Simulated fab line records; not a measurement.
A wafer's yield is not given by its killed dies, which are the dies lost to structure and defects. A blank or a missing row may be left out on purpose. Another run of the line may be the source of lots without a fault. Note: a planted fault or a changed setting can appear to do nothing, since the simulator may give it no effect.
Which of the tools did it? | flow sky130 | Sampling: 7 lots, 21 wafers, 2 of 708 route steps

WHAT EACH GAUGE READ, for each wafer
SKY_METAL1_CD_MEAS_15: target cd 140 nm.
lot  | measured     | on        | cd-nm (nm)
L112 | day 34 05:55 | cd-sem-01 | 141.2 144.3 141.3
L115 | day 34 09:37 | cd-sem-01 | 139.1 140.4 140.1
L119 | day 35 15:53 | cd-sem-01 | 141.1 141.4 141.5
L121 | day 36 02:31 | cd-sem-01 | 139.8 140.3 138.8
L125 | day 37 03:11 | cd-sem-02 | 140.3 141.2 140.8
L129 | day 38 04:50 | cd-sem-02 | 141.6 140.5 141.1
L133 | day 39 20:08 | cd-sem-02 | 140.0 139.4 140.6

WHAT TOOL EACH LOT RAN ON (gives the tool, then ch and the chambers of the sampled wafers, and finally the start)
lot  | SKY_LOCAL_INTERCONNECT_STRIP_15
L112 | plasma-asher-04 ch 0,1, day 31 20:49
L115 | plasma-asher-04 ch 0,1, day 31 23:19
L119 | plasma-asher-02 ch 0, day 33 06:28
L121 | plasma-asher-04 ch 0,1, day 33 17:32
L125 | plasma-asher-01 ch 0,1, day 34 19:13
L129 | plasma-asher-02 ch 0,1, day 35 20:56
L133 | plasma-asher-04 ch 0,1, day 37 14:43
- SKY_LOCAL_INTERCONNECT_STRIP_15: strips in O2/N2.

THE ANSWER, worked out from the rows above alone
Rule: usual is defined by the lots themselves. The widest of any qualifying gaps counts: lots, ordered by their means at a reading, are off when they make up no more than a third of the lots, leave a main group of 4 or more, and stand apart from it by 3 or more times the standard deviation of that group's means. The tables above print the reading to a certain number of digits; a main group whose means all agree to those digits is not used. Also off: a lot with no number at a reading for which 4 or more lots have one. Where the step has rows for the other lots, those lots are counted as sound.
Nothing can be told from this: no lot is off at any reading shown.

WHAT THE SIMULATOR HAD INSERTED
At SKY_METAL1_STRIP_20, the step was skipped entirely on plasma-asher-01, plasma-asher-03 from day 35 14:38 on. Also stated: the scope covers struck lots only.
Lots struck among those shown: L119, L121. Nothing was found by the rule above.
